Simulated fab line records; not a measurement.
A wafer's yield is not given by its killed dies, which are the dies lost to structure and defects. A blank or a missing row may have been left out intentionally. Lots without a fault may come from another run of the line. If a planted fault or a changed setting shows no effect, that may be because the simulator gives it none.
Comparing a struck lot with a sound one    flow sky130    35 out of 708 route steps
Sound: these wafers, L605.1, L605.2, L605.4. Struck: wafers L608.1, L608.2, L608.5. Last of all comes the cause.
At each step with rows: each side's tool, then ch and its chambers, then its first start. Under that, the readings that differ: sound wafers    struck wafers    difference of the means    sigmas: that difference in standard deviations of wafers without a fault.
alike: same words and numbers on both sides, and readings whose means sit less than 2 such deviations apart. not compared: any withheld reading, any reading some wafer has no value for, any bound like >300 that may hide the same value, and any number with overlapping values for which the record gives no deviation.
Wherever a step has rows on one side only, a row that says differs or no value, or a row with sigmas, the two part there. Numbers that don't overlap but have no deviation are shown without sigmas and don't part them. A reading that every wafer of one side lacks parts them only if that side has two wafers or more.

first, 6 steps without rows for these wafers: SKY_PWDE_HMDS_01 (prime time 60 s); SKY_PWDE_COAT_02 (resist thk 3000 nm); SKY_PWDE_SOFTBAKE_03; SKY_PWDE_EXPOSE_04 (exposes mask PWDEM, target cd 840 nm); SKY_PWDE_PEB_05; SKY_PWDE_DEVELOP_06 (develop time 60 s).
SKY_PWDE_OVL_MEAS_07:
  sound on overlay-02, day 6 12:47; struck on overlay-02, day 7 04:36
  alike: PWDE_OVL
following that, these wafers have no rows for 1 step: SKY_PWDE_IMPLANT_08.
SKY_PWDE_STRIP_09: strips in O2/N2.
  sound on plasma asher-03 ch 0,1, day 6 12:58; struck on plasma asher-04 ch 0,1, day 7 04:47
  alike: drypump motor current A, oes product au, strip time to endpoint s
  not compared: rf hours counter h
SKY_PWDE_TW_MEAS_10:
  sound on film metro-01, day 6 13:04; struck on film metro-04, day 7 04:53
  alike: PWDE_TW
then, 2 steps without rows for these wafers: SKY_NWELL_DEHYDRATE_03 (time 60 s); SKY_NWELL_HMDS_04 (prime time 60 s).
SKY_NWELL_COAT_05: resist thk 3000 nm.
  sound on litho track-02 ch 0, day 6 21:52; struck on litho track-01, day 7 14:09
  no value came back on the struck wafers for chill plate temp C (C), dispense pressure kPa (kPa), exhaust pa (Pa); on the sound wafers chill plate temp C (C) reads 23.04 23.06 23.05
then, 4 steps without rows for these wafers: SKY_NWELL_SOFTBAKE_06; SKY_NWELL_EXPOSE_07 (exposes mask NWM, target cd 840 nm); SKY_NWELL_PEB_08; SKY_NWELL_DEVELOP_09 (develop time 60 s).
SKY_NWELL_OVL_MEAS_10:
  sound on overlay-02, day 7 08:17; struck on overlay-01, day 8 00:29
reading            sound          struck  difference                     sigmas
NWELL_00_OVL (nm)  -0.6 0.6 -1.0  - - -   no value on the struck wafers  
then, 3 steps without rows for these wafers: SKY_NWELL_IMPLANT_11; SKY_NWELL_IMPLANT_12; SKY_NWELL_IMPLANT_13.
SKY_NWELL_STRIP_14: strips in O2/N2.
  sound on plasma asher-03 ch 0,1, day 7 08:46; struck on plasma asher-02 ch 0,1, day 8 00:58
  no value came back on the struck wafers for oes product au (a.u.), strip time to endpoint s (s); on the sound wafers oes product au (a.u.) reads 0.716 0.729 0.722
  alike: drypump motor current A
  not compared: rf hours counter h
SKY_NWELL_TW_MEAS_15:
  sound on film metro-04, day 7 08:52; struck on film metro-01, day 8 01:04
  alike: NWELL_TW
then, 7 steps without rows for these wafers: SKY_NWELL_DEHYDRATE_16 (time 60 s); SKY_NWELL_HMDS_17 (prime time 60 s); SKY_NWELL_COAT_18 (resist thk 3000 nm); SKY_NWELL_SOFTBAKE_19; SKY_NWELL_EXPOSE_20 (exposes mask NWM COMPLEMENT, target cd 840 nm); SKY_NWELL_PEB_21; SKY_NWELL_DEVELOP_22 (develop time 60 s).
SKY_NWELL_OVL_MEAS_23:
  sound on overlay-01, day 8 05:27; struck on overlay-02, day 8 22:11
  alike: NWELL_01_OVL
following that, these wafers have no rows for 1 step: SKY_NWELL_IMPLANT_24.
SKY_NWELL_STRIP_25: strips in O2/N2.
  sound on plasma asher-02 ch 0,1, day 8 05:38; struck on plasma asher-03 ch 0,1, day 8 22:22
  alike: drypump motor current A, oes product au, strip time to endpoint s
  not compared: rf hours counter h
SKY_NWELL_TW_MEAS_26:
  sound on film metro-01, day 8 05:44; struck on film metro-04, day 8 22:28
reading     sound        struck          difference  sigmas
NWELL_2_TW  498 497 499  1848 1855 1838  +1349       +99 or more
then, 1 step without rows for these wafers: SKY_NWELL_CLEAN_27 (cleans in SC1/SC2, time 150 s).

WHERE THEY PART
At SKY_NWELL_COAT_05 first; at SKY_NWELL_TW_MEAS_26 last (within this record only).

WHY: what the simulator had put in
Beginning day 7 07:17, the whole step at SKY_NWELL_COAT_05 was skipped on litho track-01. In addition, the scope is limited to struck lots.
